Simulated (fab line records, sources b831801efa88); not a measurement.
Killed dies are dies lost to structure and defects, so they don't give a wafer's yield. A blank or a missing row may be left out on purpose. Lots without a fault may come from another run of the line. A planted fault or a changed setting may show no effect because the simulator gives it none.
Which tool did it? | flow gf180mcu | 6 lots, 18 wafers sampled, at 3 steps of a route of 602

WHAT THE GAUGES READ, wafer by wafer
GF_V1_CD_MEAS_14: target cd 260 nm.
lot  | measured     | on        | cd_nm (nm)
L691 | day 18 20:53 | cd_sem-02 | 258.1 259.5 258.1
L696 | day 20 21:44 | cd_sem-01 | 260.1 259.4 258.7
L699 | day 22 03:26 | cd_sem-01 | 259.1 258.0 257.7
L706 | day 24 06:25 | cd_sem-02 | 260.4 261.1 260.0
L709 | day 25 05:03 | cd_sem-01 | 259.5 261.2 260.0
L712 | day 26 01:39 | cd_sem-02 | 261.7 261.1 260.4

WHICH TOOL RAN EACH LOT (tool, then ch and the chambers of the sampled wafers, then the start)
lot  | GF_NWELL_COAT_02                 | GF_NWELL_STRIP_10
L691 | litho_track-02 ch 0, day 3 10:59 | plasma_asher-04 ch 0,1, day 3 17:56
L696 | litho_track-02 ch 0, day 4 15:23 | plasma_asher-01 ch 0,1, day 4 23:05
L699 | litho_track-02 ch 0, day 5 08:17 | plasma_asher-02 ch 0,1, day 5 15:38
L706 | litho_track-01 ch 0, day 6 20:01 | plasma_asher-01 ch 0,1, day 7 04:20
L709 | litho_track-01 ch 0, day 7 11:52 | plasma_asher-04 ch 0,1, day 7 20:34
L712 | litho_track-01 ch 0, day 8 06:38 | plasma_asher-01 ch 0,1, day 8 15:29
- GF_NWELL_COAT_02: resist thk 3000 nm.
- GF_NWELL_STRIP_10: strips in O2/N2.

THE ANSWER, worked out from the rows above alone
Rule: what is usual is taken from the lots themselves. Put in order of their means at a reading, lots are off if they are a third of the lots or fewer, leave a main group of 4 or more, and stand apart from it by a gap of 3 or more times the standard deviation of the main group's means; of several such gaps the widest counts. A main group whose means are all the same, to the digits that the tables above print for the reading, isn't used. A lot without any number at a reading at which 4 lots or more have one is off too. The other lots that the step has rows for count as sound.
No lot is off at any reading shown: from this, nothing can be told.

WHAT THE SIMULATOR HAD PUT IN
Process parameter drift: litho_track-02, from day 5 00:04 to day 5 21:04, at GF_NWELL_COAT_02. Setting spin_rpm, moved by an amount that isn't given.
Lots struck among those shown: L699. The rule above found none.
